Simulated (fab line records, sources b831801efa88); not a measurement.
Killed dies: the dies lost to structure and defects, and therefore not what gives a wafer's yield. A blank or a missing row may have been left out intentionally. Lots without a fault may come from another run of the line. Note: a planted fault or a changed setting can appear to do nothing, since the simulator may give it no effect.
A struck lot beside a sound one	flow sky130	15 steps out of a route of 708
Sound: these wafers, L407.1, L407.3, L407.4. The struck wafers were L409.2, L409.3, L409.5. The cause is given at the end.
Each step with rows lists, per side, the tool, then ch with its chambers, then its first start. Under that, the readings that differ: sound wafers	struck wafers	difference of the means	sigmas: that difference in standard deviations of wafers without a fault.
alike: readings whose means differ by less than 2 such deviations, and words and numbers that are the same on both sides. not compared: withheld readings, readings that some wafer has no value for, bounds like >300 that may hide the same value, and numbers for which the record gives no deviation and whose values overlap.
Wherever a step has rows on one side only, a row that says differs or no value, or a row with sigmas, the two part there. When numbers do not overlap yet have no deviation, they are printed without sigmas and do not part them. A reading that every wafer of one side lacks parts them only if that side has two wafers or more.

first, 2 steps without rows for these wafers: SKY_METAL2_CLEAN_23 (cleans in O3/DIW); SKY_VIA2_HDPCVD_00 (deposits SiO2, target thk 1180 nm, time 196.7 s).
SKY_VIA2_THK_MEAS_01:
  sound on filmMetro-02 at day 38 20:33; struck on filmMetro-03 at day 39 10:58
  alike: VIA2_HDPCVD_THK
SKY_VIA2_CMP_02: polishes SiO2.
  sound on cmp-01 ch 0,1,3, day 38 20:38; struck on cmp-02 ch 1,2,3, day 39 11:07
  alike: motorCurrentA, slurryFilterDpKPa
SKY_VIA2_BOW_MEAS_03:
  sound on filmMetro-02 at day 38 20:59; struck on filmMetro-04 at day 39 11:20
  alike: VIA2_BOW
then, 7 steps without rows for these wafers: SKY_VIA2_DEHYDRATE_04 (time 60 s); SKY_VIA2_HMDS_05 (prime time 60 s); SKY_VIA2_COAT_06 (resist thk 60 nm); SKY_VIA2_COAT_07 (resist thk 450 nm); SKY_VIA2_SOFTBAKE_08 (time 90 s); SKY_VIA2_EXPOSE_09 (exposes mask VIM2, target cd 200 nm); SKY_VIA2_PEB_10.
SKY_VIA2_DEVELOP_11: develop time 60 s.
  sound on lithoTrack-01 ch 0, day 39 20:00; struck on lithoTrack-02 ch 0, day 40 12:00
reading	sound	struck	difference	sigmas
developerTempC (C)	21.11 21.04 20.97	21.50 21.65 21.63	+0.55	+6
  alike: exhaustPa
SKY_VIA2_CD_MEAS_12: target cd 200 nm.
  sound on cdSem-02 at day 39 20:56; struck on cdSem-02 at day 40 12:49
  alike: cdNm
-- the record jumps here: 9 days lie between the struck wafers' starts before and after (it left off in module VIA2 and takes up again in module PAD_OPEN, whose first step shown is number 708 of the route) --
SKY_PAD_OPEN_PROBE_99:
  sound on prober-02 at day 48 15:24; struck on prober-02 at day 49 01:32
  alike: defectLimitedYield, killed_at_M0_to_M3, killed_at_M4_up, killedAtContacts, killedAtFrontEnd, killedAtOther, killedDies, killedOnRim, killedOpen, killedShort, sort_bin_3_pad_short, sort_bin_5_function, sort_bin_6_memory, sortNPass, sortYieldPct

== WHERE THEY PART ==
Only at SKY_VIA2_DEVELOP_11, as far as this record shows. Later steps at which nothing parts them and some readings are alike: SKY_VIA2_CD_MEAS_12, SKY_PAD_OPEN_PROBE_99.

WHY: whatever the simulator had introduced
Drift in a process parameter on lithoTrack-02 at SKY_VIA2_DEVELOP_11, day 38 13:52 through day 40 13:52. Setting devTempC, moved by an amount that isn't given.
